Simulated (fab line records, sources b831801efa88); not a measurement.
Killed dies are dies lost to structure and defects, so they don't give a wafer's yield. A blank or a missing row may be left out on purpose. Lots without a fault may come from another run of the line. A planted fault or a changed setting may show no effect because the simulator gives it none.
Which tool did it? | flow gf180mcu | 6 lots, 18 wafers sampled, at 4 steps of a route of 602

WHAT THE GAUGES READ, wafer by wafer
GF_TOP_METAL_OVL_MEAS_15.
lot  | measured     | on         | TOP_METAL_OVL (nm)
L437 | day 28 17:47 | overlay-01 | 0.9 -0.6 1.0
L438 | day 29 10:25 | overlay-01 | 0.8 1.0 0.6
L442 | day 30 04:35 | overlay-02 | 0.9 -0.2 1.4
L445 | day 31 01:59 | overlay-01 | 1.0 -1.4 -1.0
L454 | day 33 08:52 | overlay-02 | 2.4 0.8 1.6
L456 | day 33 22:35 | overlay-02 | -1.1 -0.9 -1.9

WHICH TOOL RAN EACH LOT (tool, then ch and the chambers of the sampled wafers, then the start)
lot  | GF_V4_STRIP_18                       | GF_V5_CVD_02                    | GF_TOP_METAL_SPUTTER_01
L437 | plasma_asher-01 ch 0,1, day 25 03:56 | pecvd-01 ch 0,1,2, day 26 23:47 | pvd_sputter-04, day 27 22:12
L438 | plasma_asher-04 ch 0,1, day 25 20:02 | pecvd-02 ch 0,1, day 27 16:22   | pvd_sputter-02, day 28 14:26
L442 | plasma_asher-04 ch 0,1, day 26 17:35 | pecvd-04 ch 0,1,2, day 28 12:19 | pvd_sputter-01, day 29 09:20
L445 | plasma_asher-04 ch 0,1, day 27 17:23 | pecvd-04 ch 0,1, day 29 10:38   | pvd_sputter-01, day 30 07:54
L454 | plasma_asher-04 ch 0,1, day 30 06:34 | pecvd-04 ch 0,2, day 31 21:59   | pvd_sputter-04, day 32 16:40
L456 | plasma_asher-04 ch 0,1, day 30 22:17 | pecvd-01 ch 0,1, day 32 12:05   | pvd_sputter-02, day 33 06:46
- GF_V4_STRIP_18: strips in O2/N2.
- GF_V5_CVD_02: deposits SiO2 from TEOS, target thk 1450 nm, time 163.28 s.
- GF_TOP_METAL_SPUTTER_01: material TiN, target thk 30 nm, time 25 s.

THE ANSWER, worked out from the rows above alone
Rule: what is usual is taken from the lots themselves. Put in order of their means at a reading, lots are off if they are a third of the lots or fewer, leave a main group of 4 or more, and stand apart from it by a gap of 3 or more times the standard deviation of the main group's means; of several such gaps the widest counts. A main group whose means are all the same, to the digits that the tables above print for the reading, isn't used. A lot without any number at a reading at which 4 lots or more have one is off too. The other lots that the step has rows for count as sound.
No lot is off at any reading shown: from this, nothing can be told.

WHAT THE SIMULATOR HAD PUT IN
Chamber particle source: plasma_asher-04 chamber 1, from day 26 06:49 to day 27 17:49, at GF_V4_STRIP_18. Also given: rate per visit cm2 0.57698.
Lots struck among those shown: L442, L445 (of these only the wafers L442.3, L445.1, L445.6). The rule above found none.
